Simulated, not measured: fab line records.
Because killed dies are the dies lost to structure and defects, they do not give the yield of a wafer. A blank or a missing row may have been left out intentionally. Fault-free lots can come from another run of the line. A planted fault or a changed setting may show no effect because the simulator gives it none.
What tool caused it? + flow gf180mcu + 14 lots with 42 wafers sampled at 4 steps, on a route of 602 steps

WHAT THE GAUGES SHOWED, per wafer
GF_V5_THK_MEAS_25: measures by xrf.
| lot  | measured     | on            | V5_W_THK (nm) |
|------|--------------|---------------|---------------|
| L271 | day 27 06:13 | film_metro-01 | 357 347 353   |
| L272 | day 27 11:25 | film_metro-04 | 349 347 344   |
| L273 | day 27 21:50 | film_metro-01 | 354 351 350   |
| L274 | day 28 07:23 | film_metro-03 | 350 350 352   |
| L276 | day 28 21:13 | film_metro-01 | 357 354 358   |
| L277 | day 29 07:09 | film_metro-01 | 358 354 354   |
| L278 | day 29 17:32 | film_metro-04 | 355 346 351   |
| L279 | day 29 20:06 | film_metro-04 | 353 351 346   |
| L280 | day 29 23:57 | film_metro-03 | 352 348 346   |
| L281 | day 30 07:02 | film_metro-03 | 345 351 349   |
| L282 | day 30 17:13 | film_metro-04 | 345 343 342   |
| L284 | day 31 04:58 | film_metro-01 | 357 355 353   |
| L287 | day 32 00:02 | film_metro-04 | 351 349 344   |
| L288 | day 32 05:20 | film_metro-01 | 355 359 351   |

WHICH TOOL RAN EACH LOT (tool, then ch and the chambers of the sampled wafers, then the start)
| lot  | GF_SALICIDE_CLEAN_00            | GF_V4_SPUTTER_22             | GF_M5_METAL_ETCH_10               |
|------|---------------------------------|------------------------------|-----------------------------------|
| L271 | wet_bench-01 ch 2, day 15 02:16 | pvd_sputter-04, day 24 09:55 | rie_metal-03 ch 0,1, day 26 07:04 |
| L272 | wet_bench-03 ch 1, day 15 08:13 | pvd_sputter-02, day 24 15:31 | rie_metal-01 ch 0,1, day 26 11:56 |
| L273 | wet_bench-02 ch 2, day 15 16:58 | pvd_sputter-01, day 25 03:59 | rie_metal-01 ch 0,1, day 26 23:25 |
| L274 | wet_bench-03 ch 2, day 16 05:43 | pvd_sputter-02, day 25 14:17 | rie_metal-03 ch 0,1, day 27 09:14 |
| L276 | wet_bench-01 ch 3, day 16 22:35 | pvd_sputter-04, day 26 04:47 | rie_metal-01 ch 0, day 27 22:57   |
| L277 | wet_bench-01 ch 2, day 17 07:57 | pvd_sputter-01, day 26 15:07 | rie_metal-04 ch 0,1, day 28 08:43 |
| L278 | wet_bench-03 ch 3, day 17 21:59 | pvd_sputter-04, day 27 02:16 | rie_metal-03 ch 0,1, day 28 19:49 |
| L279 | wet_bench-02 ch 0, day 18 01:46 | pvd_sputter-01, day 27 06:03 | rie_metal-04 ch 0,1, day 28 22:14 |
| L280 | wet_bench-01 ch 0, day 18 07:00 | pvd_sputter-02, day 27 10:37 | rie_metal-04 ch 0,1, day 29 02:42 |
| L281 | wet_bench-03 ch 0, day 18 16:28 | pvd_sputter-04, day 27 17:13 | rie_metal-03 ch 0,1, day 29 10:10 |
| L282 | wet_bench-03 ch 0, day 19 04:18 | pvd_sputter-01, day 28 05:16 | rie_metal-04 ch 0,1, day 29 20:29 |
| L284 | wet_bench-02 ch 2, day 19 18:23 | pvd_sputter-01, day 28 17:32 | rie_metal-01 ch 0,1, day 30 08:31 |
| L287 | wet_bench-02 ch 0, day 20 21:29 | pvd_sputter-01, day 29 13:48 | rie_metal-03 ch 0,1, day 31 03:46 |
| L288 | wet_bench-02 ch 1, day 21 07:26 | pvd_sputter-01, day 29 21:02 | rie_metal-01 ch 0,1, day 31 10:04 |
- GF_SALICIDE_CLEAN_00: cleans in SC1/SC2, time 150 s.
- GF_V4_SPUTTER_22: material TiN, target thk 10 nm, time 40 s.
- GF_M5_METAL_ETCH_10: etches the open film in Cl2/BCl3, stops on SiO2, target depth 750.8 nm, time 125.1 s.

AS READ BY THE TOOLS THEMSELVES (means over the sampled wafers that have a number; for cases with no such wafer, the mark the record gives instead)
GF_SALICIDE_CLEAN_00.
| lot  | tool         | bath_guard_temp_C (C) | temp_c (C) |
|------|--------------|-----------------------|------------|
| L271 | wet_bench-01 | 69.4                  | 70.16      |
| L272 | wet_bench-03 | 69.4                  | 69.88      |
| L273 | wet_bench-02 | 69.1                  | 70.07      |
| L274 | wet_bench-03 | 70.2                  | 70.04      |
| L276 | wet_bench-01 | 70.6                  | 69.92      |
| L277 | wet_bench-01 | 69.3                  | 70.00      |
| L278 | wet_bench-03 | 69.9                  | 70.03      |
| L279 | wet_bench-02 | 70.8                  | 70.02      |
| L280 | wet_bench-01 | 70.3                  | 70.11      |
| L281 | wet_bench-03 | 70.2                  | 69.85      |
| L282 | wet_bench-03 | 70.3                  | 69.98      |
| L284 | wet_bench-02 | 69.2                  | 69.93      |
| L287 | wet_bench-02 | 70.8                  | 69.96      |
| L288 | wet_bench-02 | 69.3                  | 69.95      |

GF_V4_SPUTTER_22.
| lot  | tool           | throttle_valve_pct (%) |
|------|----------------|------------------------|
| L271 | pvd_sputter-04 | 30.9                   |
| L272 | pvd_sputter-02 | 30.3                   |
| L273 | pvd_sputter-01 | 30.6                   |
| L274 | pvd_sputter-02 | 31.1                   |
| L276 | pvd_sputter-04 | 30.1                   |
| L277 | pvd_sputter-01 | 28.7                   |
| L278 | pvd_sputter-04 | 30.3                   |
| L279 | pvd_sputter-01 | 30.4                   |
| L280 | pvd_sputter-02 | 31.2                   |
| L281 | pvd_sputter-04 | 30.6                   |
| L282 | pvd_sputter-01 | 29.5                   |
| L284 | pvd_sputter-01 | 30.4                   |
| L287 | pvd_sputter-01 | 30.3                   |
| L288 | pvd_sputter-01 | 30.5                   |

GF_M5_METAL_ETCH_10.
| lot  | tool         | drypump_motor_current_A (A) | oes_product_au (a.u.) | throttle_valve_pct (%) |
|------|--------------|-----------------------------|-----------------------|------------------------|
| L271 | rie_metal-03 | 6.0                         | 0.988                 | 28.235                 |
| L272 | rie_metal-01 | 6.0                         | 0.989                 | 28.235                 |
| L273 | rie_metal-01 | 6.1                         | 0.990                 | 28.233                 |
| L274 | rie_metal-03 | 6.1                         | 0.991                 | 28.225                 |
| L276 | rie_metal-01 | 5.8                         | 0.994                 | 28.231                 |
| L277 | rie_metal-04 | 5.3                         | 0.992                 | 28.229                 |
| L278 | rie_metal-03 | 5.5                         | 0.990                 | 28.225                 |
| L279 | rie_metal-04 | 5.2                         | 0.988                 | 28.237                 |
| L280 | rie_metal-04 | 5.3                         | 0.983                 | 28.235                 |
| L281 | rie_metal-03 | 5.4                         | 0.991                 | 28.232                 |
| L282 | rie_metal-04 | 5.2                         | 0.991                 | 28.229                 |
| L284 | rie_metal-01 | 6.0                         | 0.985                 | 28.230                 |
| L287 | rie_metal-03 | 5.4                         | 0.996                 | 28.222                 |
| L288 | rie_metal-01 | 6.2                         | 0.989                 | 28.233                 |

THE ANSWER, worked out from the rows above alone
Rule: what is usual is taken from the lots themselves. The widest of any qualifying gaps counts: lots, ordered by their means at a reading, are off when they make up no more than a third of the lots, leave a main group of 4 or more, and stand apart from it by 3 or more times the standard deviation of that group's means. If all means in a main group match to the digits the tables above print for the reading, that group is not used. A lot without any number at a reading at which 4 lots or more have one is off too. The other lots that the step has rows for count as sound. Order of review: gauges by route order, followed by the tools' own readings, for which a lot's mean as printed above is used. At the first step where some lot is off, the reading lying furthest off is the one used; lots without a number count as furthest.
No lot is off at any reading shown: from this, nothing can be told.

WHAT HAD BEEN PUT IN BY THE SIMULATOR
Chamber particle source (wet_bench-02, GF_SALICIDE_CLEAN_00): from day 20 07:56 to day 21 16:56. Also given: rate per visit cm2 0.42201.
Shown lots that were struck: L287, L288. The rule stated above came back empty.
